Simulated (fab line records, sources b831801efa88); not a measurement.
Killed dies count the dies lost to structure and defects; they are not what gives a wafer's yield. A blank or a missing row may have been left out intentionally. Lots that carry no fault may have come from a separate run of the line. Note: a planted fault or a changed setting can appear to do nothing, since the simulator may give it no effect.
A struck lot beside a sound one    flow sky130    43 out of 708 route steps
Sound: wafers L501.2, L501.5, L501.6. Struck: wafer L507.4. (L507.1, L507.2 of the same lot were not struck and are left out.) The cause comes at the end.
Order at every step that has rows: each side's tool, ch and its chambers, its first start. Under that, the readings that differ: sound wafers    struck wafers    difference of the means    sigmas: that difference in standard deviations of wafers without a fault.
alike: a reading whose means differ by less than 2 such deviations, as well as words and numbers matching on both sides. not compared: withheld readings; readings where some wafer has no value; bounds like >300 that might hide an equal value; numbers whose values overlap and for which the record gives no deviation.
The two part at a step that has a row with sigmas, a row that says differs or no value, or rows on one side only. Non-overlapping numbers with no deviation appear without sigmas and do not part them. A reading that every wafer of one side lacks parts them only if that side has two wafers or more.

first, 1 step without rows for these wafers: SKY_LDD_N_IMPLANT_15.
SKY_LDD_N_STRIP_16: strips in O2/N2.
  sound on plasma_asher-02 ch 0,1, day 20 10:54; struck on plasma_asher-01 ch 1, day 22 20:48
reading                      sound        struck  difference  sigmas
drypump_motor_current_A (A)  6.2 6.1 6.0  5.1     -1.0        -3
  alike: oes_product_au, strip_time_to_endpoint_s
  not compared: rf_hours_counter_h
SKY_LDD_N_TW_MEAS_17:
  sound on film_metro-03, day 20 11:01; struck on film_metro-04, day 22 20:54
  alike: LDD_N_TW
then, 7 steps without rows for these wafers: SKY_LDD_P_DEHYDRATE_00 (time 60 s); SKY_LDD_P_HMDS_01 (prime time 60 s); SKY_LDD_P_COAT_02 (resist thk 1140 nm); SKY_LDD_P_SOFTBAKE_03 (time 60 s); SKY_LDD_P_EXPOSE_04 (exposes mask PSDM, target cd 380 nm); SKY_LDD_P_PEB_05; SKY_LDD_P_DEVELOP_06 (develop time 60 s).
SKY_LDD_P_CD_MEAS_07 targets a cd of 380 nm.
  sound on cd_sem-02, day 21 17:13; struck on cd_sem-01, day 24 02:58
reading     sound              struck  difference  sigmas
cd_nm (nm)  382.9 380.1 383.5  376.0   -6.2        -2
SKY_LDD_P_OVL_MEAS_08:
  sound on overlay-02, day 21 17:19; struck on overlay-02, day 24 03:05
  alike: LDD_P_OVL
SKY_LDD_P_IMPLANT_09:
  sound on implanter-03 ch 0, day 21 17:22; struck on implanter-04 ch 0, day 24 03:07
  alike: beam_energy_keV
SKY_LDD_P_STRIP_10: strips in O2/N2.
  sound on plasma_asher-03 ch 0,1, day 21 17:30; struck on plasma_asher-03 ch 1, day 24 03:16
  alike: drypump_motor_current_A, oes_product_au, strip_time_to_endpoint_s
  not compared: rf_hours_counter_h
SKY_LDD_P_TW_MEAS_11:
  sound on film_metro-02, day 21 17:37; struck on film_metro-02, day 24 03:22
  alike: LDD_P_TW
then, 7 steps without rows for these wafers: SKY_LDD_HVN_DEHYDRATE_00 (time 60 s); SKY_LDD_HVN_HMDS_01 (prime time 60 s); SKY_LDD_HVN_COAT_02 (resist thk 300 nm); SKY_LDD_HVN_SOFTBAKE_03 (time 60 s); SKY_LDD_HVN_EXPOSE_04 (exposes mask HVNTM, target cd 700 nm); SKY_LDD_HVN_PEB_05; SKY_LDD_HVN_DEVELOP_06 (develop time 60 s).
SKY_LDD_HVN_OVL_MEAS_07:
  sound on overlay-02, day 22 23:46; struck on overlay-01, day 25 08:59
  alike: LDD_HVN_OVL
then, 1 step without rows for these wafers: SKY_LDD_HVN_IMPLANT_08.
SKY_LDD_HVN_STRIP_09: strips in O2/N2.
  sound on plasma_asher-01 ch 0,1, day 22 23:56; struck on plasma_asher-04 ch 0, day 25 09:11
  alike: drypump_motor_current_A, oes_product_au, strip_time_to_endpoint_s
  not compared: rf_hours_counter_h
SKY_LDD_HVN_TW_MEAS_10:
  sound on film_metro-02, day 23 00:03; struck on film_metro-03, day 25 09:17
  alike: LDD_HVN_TW
then, 7 steps without rows for these wafers: SKY_LDD_HVP_DEHYDRATE_00 (time 60 s); SKY_LDD_HVP_HMDS_01 (prime time 60 s); SKY_LDD_HVP_COAT_02 (resist thk 300 nm); SKY_LDD_HVP_SOFTBAKE_03 (time 60 s); SKY_LDD_HVP_EXPOSE_04 (exposes mask HVPTM, target cd 700 nm); SKY_LDD_HVP_PEB_05; SKY_LDD_HVP_DEVELOP_06 (develop time 60 s).
SKY_LDD_HVP_OVL_MEAS_07:
  sound on overlay-01, day 24 06:54; struck on overlay-01, day 26 15:22
  alike: LDD_HVP_OVL
then, 1 step without rows for these wafers: SKY_LDD_HVP_IMPLANT_08.
SKY_LDD_HVP_STRIP_09: strips in O2/N2.
  sound on plasma_asher-03 ch 0,1, day 24 07:05; struck on plasma_asher-04 ch 1, day 26 15:33
reading                       sound              struck  difference  sigmas
drypump_motor_current_A (A)   5.4 5.2 5.4        6.1     +0.8        +2
strip_time_to_endpoint_s (s)  4.134 4.094 4.129  4.151   +0.032      +2
  alike: oes_product_au
  not compared: rf_hours_counter_h
SKY_LDD_HVP_TW_MEAS_10:
  sound on film_metro-01, day 24 07:11; struck on film_metro-01, day 26 15:39
  alike: LDD_HVP_TW
then, 5 steps without rows for these wafers: SKY_LDD_LDN_DEHYDRATE_00 (time 60 s); SKY_LDD_LDN_HMDS_01 (prime time 60 s); SKY_LDD_LDN_COAT_02 (resist thk 1140 nm); SKY_LDD_LDN_SOFTBAKE_03 (time 60 s); SKY_LDD_LDN_EXPOSE_04 (exposes mask LDNTM, target cd 700 nm).
-- here the record skips 23 days between the struck wafers' starts before and after, leaving off in module LDD_LDN and picking up in module PAD_OPEN (first step shown: number 708 of the route) --
SKY_PAD_OPEN_PROBE_99:
  sound on prober-02, day 48 03:37; struck on prober-02, day 49 18:38
reading                            sound            struck  difference  sigmas
killed_at_M4_up                    1 4 5            0       -3          -2
killed_at_front_end                19 11 21         26      +9          +2
model.etest.tip_p.rs_ohm_sq_range  188.6 182 171.8  1094    +913        
  alike: killed_at_M0_to_M3, killed_at_contacts, killed_at_other, killed_dies, killed_open, killed_short

== WHERE THEY PART ==
At SKY_LDD_N_STRIP_16 first; at SKY_PAD_OPEN_PROBE_99 last (within this record only).

WHY: what had been put in by the simulator
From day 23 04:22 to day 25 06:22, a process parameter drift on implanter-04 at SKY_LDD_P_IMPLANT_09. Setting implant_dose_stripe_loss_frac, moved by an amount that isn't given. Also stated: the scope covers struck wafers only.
